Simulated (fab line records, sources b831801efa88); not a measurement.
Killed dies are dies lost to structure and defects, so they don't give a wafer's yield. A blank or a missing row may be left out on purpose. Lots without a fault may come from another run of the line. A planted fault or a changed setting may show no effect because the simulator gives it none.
Which tool did it? | flow gf180mcu | 6 lots, 18 wafers sampled, at 3 steps of a route of 602

WHAT THE GAUGES READ, wafer by wafer
GF_M2_CD_MEAS_14: target cd 280 nm.
lot  | measured     | on        | cd_nm (nm)
L404 | day 19 12:46 | cd_sem-02 | 279.9 279.6 279.2
L406 | day 20 01:41 | cd_sem-02 | 279.8 280.1 280.3
L408 | day 21 05:10 | cd_sem-02 | 281.1 280.2 280.0
L411 | day 22 06:00 | cd_sem-01 | 278.8 281.9 281.8
L413 | day 22 22:37 | cd_sem-01 | 279.6 280.3 280.5
L424 | day 26 13:52 | cd_sem-01 | 279.9 281.0 280.6

WHICH TOOL RAN EACH LOT (tool, then ch and the chambers of the sampled wafers, then the start)
lot  | GF_DUAL_GATE_STRIP_13                | GF_M1_SPUTTER_01
L404 | plasma_asher-03 ch 0,1, day 8 15:33  | pvd_sputter-04, day 16 10:09
L406 | plasma_asher-01 ch 0,1, day 9 00:54  | pvd_sputter-04, day 16 22:46
L408 | plasma_asher-02 ch 0,1, day 9 19:28  | pvd_sputter-01, day 18 01:36
L411 | plasma_asher-03 ch 0,1, day 10 14:10 | pvd_sputter-02, day 19 03:13
L413 | plasma_asher-02 ch 0,1, day 11 02:04 | pvd_sputter-02, day 19 20:28
L424 | plasma_asher-02 ch 1, day 14 11:40   | pvd_sputter-04, day 23 18:10
- GF_DUAL_GATE_STRIP_13: strips in O2/N2.
- GF_M1_SPUTTER_01: material TiN, target thk 30 nm, time 25 s.

THE ANSWER, worked out from the rows above alone
Rule: what is usual is taken from the lots themselves. Put in order of their means at a reading, lots are off if they are a third of the lots or fewer, leave a main group of 4 or more, and stand apart from it by a gap of 3 or more times the standard deviation of the main group's means; of several such gaps the widest counts. A main group whose means are all the same, to the digits that the tables above print for the reading, isn't used. A lot without any number at a reading at which 4 lots or more have one is off too. The other lots that the step has rows for count as sound.
No lot is off at any reading shown: from this, nothing can be told.

WHAT THE SIMULATOR HAD PUT IN
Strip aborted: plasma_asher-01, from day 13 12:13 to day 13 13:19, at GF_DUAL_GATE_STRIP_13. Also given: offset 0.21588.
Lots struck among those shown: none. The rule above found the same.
